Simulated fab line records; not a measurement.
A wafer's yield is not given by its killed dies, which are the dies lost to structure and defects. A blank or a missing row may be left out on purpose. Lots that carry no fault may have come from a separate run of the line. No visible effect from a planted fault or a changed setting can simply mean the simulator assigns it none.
Which of the tools did it? -- flow sky130 -- 10 lots with 30 wafers sampled at 2 steps, on a route of 708 steps

== WHAT EACH GAUGE READ, for each wafer ==
SKY_METAL1_RS_MEAS_05: measurement is done with a four-point probe.
lot,measured,on,METAL1_ALCU_RS (ohm/sq)
L386,day 32 06:16,film_metro-01,0.1262 0.1264 0.1247
L389,day 33 05:59,film_metro-02,0.1278 0.0957 0.0953
L390,day 33 12:28,film_metro-04,0.0955 0.0961 0.1278
L391,day 33 17:10,film_metro-02,0.0965 0.1291 0.1286
L392,day 34 01:37,film_metro-04,0.1291 0.1291 0.1293
L401,day 36 21:19,film_metro-04,0.1257 0.1247 0.1268
L402,day 37 06:26,film_metro-01,0.1281 0.1270 0.1275
L404,day 37 16:08,film_metro-02,0.1280 0.1271 0.1274
L405,day 38 05:58,film_metro-01,0.1287 0.1289 0.1284
L406,day 38 10:47,film_metro-02,0.1276 0.1270 0.1262

== TOOL THAT RAN EACH LOT (tool first, then ch and the chambers of the sampled wafers, then the start) ==
lot,SKY_METAL1_SPUTTER_02
L386,"pvd_sputter-03, day 32 06:08"
L389,"pvd_sputter-03, day 33 05:54"
L390,"pvd_sputter-03, day 33 12:22"
L391,"pvd_sputter-03, day 33 17:01"
L392,"pvd_sputter-01, day 34 01:30"
L401,"pvd_sputter-02, day 36 21:14"
L402,"pvd_sputter-03, day 37 06:19"
L404,"pvd_sputter-01, day 37 16:02"
L405,"pvd_sputter-03, day 38 05:53"
L406,"pvd_sputter-03, day 38 10:41"
- SKY_METAL1_SPUTTER_02: material AlCu, target thk 250 nm, time 13.3 s.

== THE ANSWER, worked out from the rows above alone ==
Rule: what is usual is taken from the lots themselves. Put in order of their means at a reading, lots are off if they are a third of the lots or fewer, leave a main group of 4 or more, and stand apart from it by a gap of 3 or more times the standard deviation of the main group's means; of several such gaps the widest counts. Not used: any main group whose means are identical at the precision the tables above print for the reading. Also off: a lot with no number at a reading for which 4 or more lots have one. The other lots that the step has rows for count as sound.
Off: at SKY_METAL1_RS_MEAS_05 (METAL1_ALCU_RS), L389, L390, L391. For the main group the mean is 0.1273 ohm/sq and the standard deviation 0.0012.
If a tool, at a process step before that reading, ran all the lots that are off and no sound lot after the first of them, it fits. Those tools and the gauges at SKY_METAL1_RS_MEAS_05 are tried in the same way. None of those tried fits.

== WHAT THE SIMULATOR HAD PUT IN ==
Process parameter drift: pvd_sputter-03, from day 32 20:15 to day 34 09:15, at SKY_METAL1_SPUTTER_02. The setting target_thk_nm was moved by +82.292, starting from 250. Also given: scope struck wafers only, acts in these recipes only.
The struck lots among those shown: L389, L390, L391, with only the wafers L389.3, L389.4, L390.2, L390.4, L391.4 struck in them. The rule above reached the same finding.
